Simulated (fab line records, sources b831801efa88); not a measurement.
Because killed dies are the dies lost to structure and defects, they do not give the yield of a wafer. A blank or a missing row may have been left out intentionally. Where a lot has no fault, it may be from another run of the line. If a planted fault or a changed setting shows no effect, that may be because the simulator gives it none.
2 desks, one fault	flow sky130	every desk sees just its own numbers, and what lay behind them comes last

THE TOOL OWNER'S DESK: rie metal-01
The tool's own readings at SKY_METAL3_METAL_ETCH_18 (etches the open film in Cl2/BCl3, stops on SiO2, target depth 845 nm, time 183.1 s): means of the sampled wafers that have a number, for each lot that ran on this tool. If a lot's mean is further than 4 standard deviations from the usual mean, the lot is out of limits and carries the mark OUT (the distance appears in the brackets).
Columns: A = drypump motor current A at SKY_METAL3_METAL_ETCH_18, usual 5.7 A; B = oes product au at SKY_METAL3_METAL_ETCH_18, usual 0.865 a.u.; C = throttle valve pct at SKY_METAL3_METAL_ETCH_18, usual 22.264 %
lot	first seen here	A	B	C
L864	day 38 18:23	5.5	0.859	22.267
L867	day 39 22:52	5.7	0.864	22.256
L870	day 40 22:17	5.5	0.868	22.262
L873	day 41 10:59	5.3	0.872	22.263
L874	day 41 20:53	5.3	0.865	22.262
L885	day 44 12:18	5.7	0.866	22.261
L886	day 44 16:23	5.4	0.865	22.263
This desk found nothing out of limits on any of the 7 lots.

AT THE METROLOGY DESK
Means of the sampled wafers that have a number, per lot and without regard to the tool the lot ran on: this is what the gauges read. If a lot's mean is further than 4 standard deviations from the usual mean, the lot is out of limits and carries the mark OUT (the distance appears in the brackets).
Columns: A = VIA3_W_THK at SKY_VIA3_THK_MEAS_23, usual 397 nm
lot	first seen here	A
L863	day 39 15:48	405
L864	day 39 21:26	393
L865	day 40 08:57	393
L868	day 41 01:45	397
L867	day 41 01:50	409
L866	day 41 02:54	408
L870	day 42 00:30	399
L873	day 42 12:55	396
L874	day 42 22:31	400
L882	day 45 02:52	390
L884	day 45 05:00	387
L883	day 45 05:50	400
L885	day 45 12:10	397
L886	day 45 15:45	388
This desk found nothing out of limits on any of the 14 lots.

BROUGHT TOGETHER
The tool owner's desk saw nothing out of limits.
The metrology desk saw nothing out of limits.

WHAT THE SIMULATOR HAD PUT IN
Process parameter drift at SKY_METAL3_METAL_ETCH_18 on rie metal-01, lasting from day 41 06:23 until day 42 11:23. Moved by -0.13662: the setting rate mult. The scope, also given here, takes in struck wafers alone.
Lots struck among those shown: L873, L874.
